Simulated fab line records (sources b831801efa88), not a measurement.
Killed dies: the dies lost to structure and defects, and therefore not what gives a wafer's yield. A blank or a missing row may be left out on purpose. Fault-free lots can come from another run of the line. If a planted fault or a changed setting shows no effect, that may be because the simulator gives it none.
Which tool is to blame? -- flow sky130 -- Sampling: 14 lots, 42 wafers, 2 of 708 route steps

WHAT THE GAUGES SHOWED, per wafer
SKY_VIA3_CD_MEAS_12 targets a cd of 200 nm. Usual: cd nm 200.2 nm, standard deviation 1.2.
lot,measured,on,cd nm (nm),flag
L170,day 39 18:16,cd sem-01,197.0 198.0 197.5,
L171,day 40 05:13,cd sem-02,198.5 201.8 200.1,
L173,day 40 10:12,cd sem-02,199.1 199.2 199.6,
L174,day 41 01:44,cd sem-02,202.8 201.3 201.2,
L183,day 43 09:28,cd sem-01,201.4 199.4 200.2,
L184,day 43 19:08,cd sem-01,199.0 199.5 198.9,
L185,day 44 14:52,cd sem-01,201.5 200.2 199.8,
L186,day 44 16:22,cd sem-01,199.3 197.8 199.3,
L188,day 44 23:04,cd sem-01,200.7 202.1 200.3,
L187,day 45 13:34,cd sem-01,199.8 199.8 199.5,
L190,day 45 13:47,cd sem-02,199.7 199.8 200.2,
L189,day 45 15:13,cd sem-02,200.2 199.8 200.3,
L191,day 45 19:13,cd sem-02,201.3 200.4 200.0,
L193,day 45 22:58,cd sem-01,200.2 200.3 200.2,

SKY_VIA3_THK_MEAS_23: measures by xrf. Usual: for VIA3_W_THK the level is 381 nm and the standard deviation is 4.6.
lot,measured,on,VIA3_W_THK (nm),flag
L170,day 39 19:28,film metro-01,386 381 381,
L171,day 40 06:20,film metro-03,380 380 382,
L173,day 40 11:20,film metro-03,383 386 390,
L174,day 41 02:52,film metro-01,376 379 377,
L183,day 43 10:37,film metro-01,378 379 380,
L184,day 43 20:23,film metro-02,381 385 385,
L185,day 44 16:01,film metro-03,385 378 378,
L186,day 44 17:31,film metro-01,381 385 385,
L188,day 45 00:14,film metro-03,384 379 380,
L187,day 45 14:48,film metro-02,392 388 390,
L190,day 45 14:55,film metro-01,386 379 385,
L189,day 45 16:22,film metro-03,380 371 372,
L191,day 45 20:26,film metro-02,391 382 392,
L193,day 46 00:08,film metro-03,380 383 382,

EACH LOT AND THE TOOL THAT RAN IT (in order: tool; ch and the chambers of the sampled wafers; start)
Record: no process step prior to these readings.

AS READ BY THE TOOLS THEMSELVES (means over the sampled wafers that have a number; for cases with no such wafer, the mark the record gives instead)
The record holds no such reading with a usual standard deviation.

THE ANSWER, worked out from the rows above alone
Rule: lot off if the mean of its wafers having a number is beyond 3 standard deviations from the usual mean. A lot without any number at a reading at which 4 lots or more have one is off too. Where the step has rows for the other lots, those lots are counted as sound. Order of review: gauges by route order, followed by the tools' own readings, for which a lot's mean as printed above is used. At the first step where some lot is off, the reading lying furthest off is the one used; lots without a number count as furthest.
Nothing can be told from this: no lot is off at any reading shown.

WHAT THE SIMULATOR HAD PUT IN
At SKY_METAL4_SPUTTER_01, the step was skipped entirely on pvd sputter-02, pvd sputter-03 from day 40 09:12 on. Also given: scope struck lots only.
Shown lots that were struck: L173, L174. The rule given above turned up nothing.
